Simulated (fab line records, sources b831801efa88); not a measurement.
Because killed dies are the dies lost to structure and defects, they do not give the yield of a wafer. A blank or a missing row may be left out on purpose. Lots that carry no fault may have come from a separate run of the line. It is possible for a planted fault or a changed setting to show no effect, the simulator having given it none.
What tool caused it? ; flow sky130 ; 10 lots, 30 wafers sampled, at 5 steps of a route of 708

## WHAT THE GAUGES READ, wafer by wafer
SKY_METAL3_CD_MEAS_13: target cd 300 nm.
lot;measured;on;cdNm (nm)
L139;day 38 05:56;cdSem-01;301.4 298.9 299.9
L141;day 39 07:07;cdSem-01;301.2 301.4 300.9
L142;day 39 09:17;cdSem-02;300.2 301.1 301.1
L145;day 40 04:19;cdSem-01;299.4 300.1 299.4
L144;day 40 07:58;cdSem-02;299.3 299.2 299.8
L153;day 42 16:52;cdSem-02;299.0 299.1 299.8
L154;day 43 00:52;cdSem-02;299.2 298.6 300.1
L152;day 43 06:29;cdSem-01;300.0 301.5 301.0
L157;day 43 13:59;cdSem-01;301.1 301.0 301.0
L160;day 44 09:32;cdSem-01;300.6 300.5 300.5

SKY_VIA3_BOW_MEAS_03.
lot;measured;on;VIA3_BOW (um)
L139;day 38 07:50;filmMetro-04;86 77 90
L141;day 39 08:52;filmMetro-02;84 84 80
L142;day 39 11:04;filmMetro-02;86 94 89
L145;day 40 05:58;filmMetro-04;87 79 83
L144;day 40 09:34;filmMetro-04;80 84 83
L153;day 42 18:32;filmMetro-02;75 90 87
L154;day 43 02:29;filmMetro-03;74 86 80
L152;day 43 08:08;filmMetro-03;74 82 77
L157;day 43 15:43;filmMetro-03;68 79 84
L160;day 44 11:16;filmMetro-03;85 89 78

SKY_METAL5_THK_MEAS_06: measures by xrf.
lot;measured;on;METAL5_ALCU_THK (nm)
L139;day 42 13:50;filmMetro-02;1180 1167 1182
L141;day 43 14:06;filmMetro-02;1177 1176 1177
L142;day 43 15:25;filmMetro-02;1166 1161 1166
L145;day 44 08:37;filmMetro-04;1367 1369 1369
L144;day 44 12:50;filmMetro-02;1357 1380 1363
L153;day 46 14:48;filmMetro-01;1163 1164 1158
L154;day 46 23:01;filmMetro-01;1159 1167 1154
L152;day 47 04:23;filmMetro-01;1158 1162 1172
L157;day 47 10:08;filmMetro-04;1138 1149 1146
L160;day 48 03:11;filmMetro-01;1150 1173 1164

## TOOL THAT RAN EACH LOT (tool first, then ch and the chambers of the sampled wafers, then the start)
lot;SKY_METAL4_SPUTTER_03;SKY_METAL5_SPUTTER_04
L139;pvdSputter-02, day 39 10:13;pvdSputter-01, day 42 13:40
L141;pvdSputter-04, day 40 11:30;pvdSputter-01, day 43 13:56
L142;pvdSputter-02, day 40 13:02;pvdSputter-02, day 43 15:14
L145;pvdSputter-02, day 41 07:52;pvdSputter-02, day 44 08:25
L144;pvdSputter-04, day 41 11:19;pvdSputter-02, day 44 12:39
L153;pvdSputter-02, day 43 18:44;pvdSputter-02, day 46 14:38
L154;pvdSputter-03, day 44 03:26;pvdSputter-02, day 46 22:50
L152;pvdSputter-04, day 44 08:38;pvdSputter-02, day 47 04:12
L157;pvdSputter-03, day 44 15:19;pvdSputter-02, day 47 09:56
L160;pvdSputter-02, day 45 09:56;pvdSputter-03, day 48 02:59
- SKY_METAL4_SPUTTER_03: material Ti, target thk 5 nm, time 3.3 s.
- SKY_METAL5_SPUTTER_04: material TiN, target thk 70 nm, time 58.3 s.

## WHAT THE TOOLS THEMSELVES READ (means of the sampled wafers that have a number; where no wafer has one, the mark that the record gives instead)
SKY_METAL4_SPUTTER_03.
lot;tool;cathodeDcPowerW (W);chamberPressurePa (Pa);throttleValvePct (%)
L139;pvdSputter-02;2999.8;0.4005;30.1
L141;pvdSputter-04;2999.8;0.4007;30.1
L142;pvdSputter-02;2999.4;0.4002;30.1
L145;pvdSputter-02;3000.1;0.4004;29.8
L144;pvdSputter-04;2999.7;0.4000;30.2
L153;pvdSputter-02;2999.6;0.4004;29.8
L154;pvdSputter-03;3000.1;0.3999;29.9
L152;pvdSputter-04;3000.0;0.4004;29.3
L157;pvdSputter-03;2999.7;0.3997;29.7
L160;pvdSputter-02;3000.3;0.3992;29.5

SKY_METAL5_SPUTTER_04.
lot;tool;cathodeDcPowerW (W);chamberPressurePa (Pa);throttleValvePct (%)
L139;pvdSputter-01;6500.6;0.4003;30.7
L141;pvdSputter-01;6499.5;0.4002;30.9
L142;pvdSputter-02;6500.4;0.4002;29.6
L145;pvdSputter-02;-;-;-
L144;pvdSputter-02;-;-;-
L153;pvdSputter-02;6500.2;0.4002;30.6
L154;pvdSputter-02;6499.9;0.4006;29.9
L152;pvdSputter-02;6499.0;0.3999;29.9
L157;pvdSputter-02;6499.7;0.4007;30.0
L160;pvdSputter-03;6499.1;0.3991;29.0

## THE ANSWER, worked out from the rows above alone
Rule: the usual values come from the lots themselves. Put in order of their means at a reading, lots are off if they are a third of the lots or fewer, leave a main group of 4 or more, and stand apart from it by a gap of 3 or more times the standard deviation of the main group's means; of several such gaps the widest counts. Not used: any main group whose means are identical at the precision the tables above print for the reading. Also off: a lot with no number at a reading for which 4 or more lots have one. The other lots that the step has rows for count as sound. After the gauges, taken in route order, come the tools' own readings; for these a lot's mean is taken, as printed above. At the first step where some lot is off, the reading lying furthest off is the one used; lots without a number count as furthest.
Off: L145, L144, at SKY_METAL5_THK_MEAS_06 (METAL5_ALCU_THK). The main group has a mean of 1164 nm with a standard deviation of 9.5.
If a tool, at a process step before that reading, ran all the lots that are off and no sound lot after the first of them, it fits. Not tried: the gauges at SKY_METAL5_THK_MEAS_06; whatever is off there is also off at SKY_METAL5_SPUTTER_04, on other tools, and gauge error can't account for it. Not one of the candidates tried fits.

## WHAT THE SIMULATOR HAD PUT IN
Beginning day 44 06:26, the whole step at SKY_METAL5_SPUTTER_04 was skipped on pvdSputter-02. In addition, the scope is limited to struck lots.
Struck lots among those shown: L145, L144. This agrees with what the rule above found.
